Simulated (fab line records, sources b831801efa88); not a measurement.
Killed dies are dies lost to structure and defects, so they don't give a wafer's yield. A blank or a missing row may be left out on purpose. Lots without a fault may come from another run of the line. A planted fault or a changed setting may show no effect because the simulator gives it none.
Which tool did it? | flow gf180mcu | 11 lots, 33 wafers sampled, at 5 steps of a route of 602

WHAT THE GAUGES READ, wafer by wafer
GF_MVSD_OVL_MEAS_07.
lot  | measured     | on         | MVSD_OVL (nm)
L726 | day 4 21:18  | overlay-01 | -2.2 -1.0 -0.6
L727 | day 5 02:40  | overlay-01 | -0.8 -1.4 0.1
L729 | day 5 15:56  | overlay-02 | 0.7 0.7 0.7
L732 | day 6 09:49  | overlay-01 | -1.3 0.0 -0.6
L740 | day 8 08:40  | overlay-01 | 0.4 -1.7 0.2
L741 | day 8 16:10  | overlay-02 | -0.9 -1.7 0.1
L743 | day 9 02:59  | overlay-02 | -0.2 -1.3 -1.8
L744 | day 9 08:34  | overlay-01 | 1.1 -0.9 1.0
L745 | day 9 13:52  | overlay-02 | -0.8 1.7 0.8
L746 | day 9 21:17  | overlay-01 | -0.7 -0.4 1.4
L747 | day 10 01:01 | overlay-01 | -2.8 -2.1 -0.7

GF_VT_IMPLANT_OVL_MEAS_18.
lot  | measured     | on         | VT_IMPLANT_01_OVL (nm)
L726 | day 6 18:56  | overlay-01 | 2.2 1.0 2.0
L727 | day 7 00:10  | overlay-01 | -0.1 -1.4 -0.1
L729 | day 7 13:23  | overlay-02 | -0.5 0.3 0.2
L732 | day 8 09:13  | overlay-01 | 2.0 2.5 1.9
L740 | day 10 13:52 | overlay-01 | 0.2 0.6 0.2
L741 | day 10 22:25 | overlay-02 | 3.9 1.7 0.4
L743 | day 11 09:10 | overlay-02 | 1.1 3.5 3.0
L744 | day 11 15:13 | overlay-02 | 0.7 -0.7 0.5
L745 | day 11 21:22 | overlay-01 | -0.7 -1.6 0.3
L746 | day 12 05:34 | overlay-01 | 0.6 -1.2 1.7
L747 | day 12 09:43 | overlay-01 | 2.0 2.2 -0.4

GF_VT_IMPLANT_TW_MEAS_32.
lot  | measured     | on            | VT_IMPLANT_3_TW
L726 | day 7 10:46  | film_metro-03 | 267.6 267.9 268.2
L727 | day 7 16:00  | film_metro-02 | 266.1 265.7 267.6
L729 | day 8 06:17  | film_metro-03 | 30.2 30.1 30.2 30.1 30.2 30.1
L732 | day 9 02:33  | film_metro-02 | 267.5 265.7 265.3
L740 | day 11 08:49 | film_metro-03 | 269.9 269.5 268.9
L741 | day 11 17:40 | film_metro-01 | 270.9 271.5 272.7
L743 | day 12 04:02 | film_metro-02 | 265.2 265.0 265.5
L744 | day 12 11:11 | film_metro-01 | 271.9 271.6 272.0
L745 | day 12 16:46 | film_metro-03 | 265.9 265.7 267.6
L746 | day 13 00:46 | film_metro-02 | 268.6 268.0 267.1
L747 | day 13 05:52 | film_metro-01 | 270.1 272.4 272.2

WHICH TOOL RAN EACH LOT (tool, then ch and the chambers of the sampled wafers, then the start)
lot  | GF_VT_IMPLANT_STRIP_20               | GF_VT_IMPLANT_STRIP_31
L726 | plasma_asher-04 ch 0,1, day 6 19:08  | plasma_asher-03 ch 0,1, day 7 10:41
L727 | plasma_asher-02 ch 0,1, day 7 00:20  | plasma_asher-02 ch 0,1, day 7 15:54
L729 | plasma_asher-03 ch 0,1, day 7 13:35  | plasma_asher-03 ch 0,1, day 8 06:11
L732 | plasma_asher-02 ch 1, day 8 09:23    | plasma_asher-03 ch 0,1, day 9 02:27
L740 | plasma_asher-03 ch 0,1, day 10 14:03 | plasma_asher-02 ch 0,1, day 11 08:42
L741 | plasma_asher-02 ch 0,1, day 10 22:36 | plasma_asher-03 ch 0, day 11 17:33
L743 | plasma_asher-04 ch 0,1, day 11 09:23 | plasma_asher-03 ch 0,1, day 12 03:56
L744 | plasma_asher-02 ch 0,1, day 11 15:23 | plasma_asher-02 ch 0,1, day 12 11:05
L745 | plasma_asher-03 ch 0,1, day 11 21:33 | plasma_asher-02 ch 0,1, day 12 16:39
L746 | plasma_asher-04 ch 0,1, day 12 05:45 | plasma_asher-04 ch 1, day 13 00:40
L747 | plasma_asher-04 ch 0,1, day 12 09:53 | plasma_asher-03 ch 0,1, day 13 05:45
- GF_VT_IMPLANT_STRIP_20: strips in O2/N2.
- GF_VT_IMPLANT_STRIP_31: strips in O2/N2.

WHAT THE TOOLS THEMSELVES READ (means of the sampled wafers that have a number; where no wafer has one, the mark that the record gives instead)
GF_VT_IMPLANT_STRIP_20.
lot  | tool            | drypump_motor_current_A (A) | heater_power_w (W) | oes_product_au (a.u.) | strip_time_to_endpoint_s (s)
L726 | plasma_asher-04 | 5.4                         | 339                | 0.713                 | 12.64
L727 | plasma_asher-02 | 6.3                         | 292                | 0.717                 | 12.65
L729 | plasma_asher-03 | 5.7                         | 336                | 0.935                 | -
L732 | plasma_asher-02 | 6.3                         | 288                | 0.718                 | 12.63
L740 | plasma_asher-03 | 5.8                         | 339                | 0.714                 | 12.70
L741 | plasma_asher-02 | 6.3                         | 293                | 0.713                 | 12.65
L743 | plasma_asher-04 | 5.4                         | 344                | 0.717                 | 12.66
L744 | plasma_asher-02 | 6.3                         | 298                | 0.720                 | 12.62
L745 | plasma_asher-03 | 5.8                         | 333                | 0.716                 | 12.65
L746 | plasma_asher-04 | 5.6                         | 349                | 0.713                 | 12.59
L747 | plasma_asher-04 | 5.4                         | 334                | 0.715                 | 12.63

GF_VT_IMPLANT_STRIP_31.
lot  | tool            | drypump_motor_current_A (A) | heater_power_w (W) | oes_product_au (a.u.) | strip_time_to_endpoint_s (s)
L726 | plasma_asher-03 | 5.7                         | 348                | 0.715                 | 12.59
L727 | plasma_asher-02 | 6.3                         | 296                | 0.714                 | 12.66
L729 | plasma_asher-03 | 5.8                         | 337                | 0.716                 | 18.68
L732 | plasma_asher-03 | 5.7                         | 345                | 0.715                 | 12.61
L740 | plasma_asher-02 | 6.3                         | 296                | 0.714                 | 12.67
L741 | plasma_asher-03 | 5.9                         | 329                | 0.712                 | 12.57
L743 | plasma_asher-03 | 5.7                         | 344                | 0.715                 | 12.58
L744 | plasma_asher-02 | 6.3                         | 290                | 0.717                 | 12.65
L745 | plasma_asher-02 | 6.3                         | 293                | 0.718                 | 12.61
L746 | plasma_asher-04 | 5.7                         | 361                | 0.719                 | 12.68
L747 | plasma_asher-03 | 5.7                         | 343                | 0.715                 | 12.62

THE ANSWER, worked out from the rows above alone
Rule: what is usual is taken from the lots themselves. Put in order of their means at a reading, lots are off if they are a third of the lots or fewer, leave a main group of 4 or more, and stand apart from it by a gap of 3 or more times the standard deviation of the main group's means; of several such gaps the widest counts. A main group whose means are all the same, to the digits that the tables above print for the reading, isn't used. A lot without any number at a reading at which 4 lots or more have one is off too. The other lots that the step has rows for count as sound. The gauges are gone through in route order, then the tools' own readings, and for those a lot's mean is taken as printed above. The first step at which some lot is off is used, and at that step the reading that is off furthest; a lot without a number counts as furthest.
Off: L729, at GF_VT_IMPLANT_TW_MEAS_32 (VT_IMPLANT_3_TW). The main group: mean 268.5, standard deviation 2.4.
A tool fits if, at a process step before that reading, it ran every lot that is off, and no sound lot after the first of them. The gauges at GF_VT_IMPLANT_TW_MEAS_32 aren't tried: what is off there is off at GF_VT_IMPLANT_STRIP_20 too, on other tools, and a gauge's error can't cause that. None of those tried fits.

WHAT THE SIMULATOR HAD PUT IN
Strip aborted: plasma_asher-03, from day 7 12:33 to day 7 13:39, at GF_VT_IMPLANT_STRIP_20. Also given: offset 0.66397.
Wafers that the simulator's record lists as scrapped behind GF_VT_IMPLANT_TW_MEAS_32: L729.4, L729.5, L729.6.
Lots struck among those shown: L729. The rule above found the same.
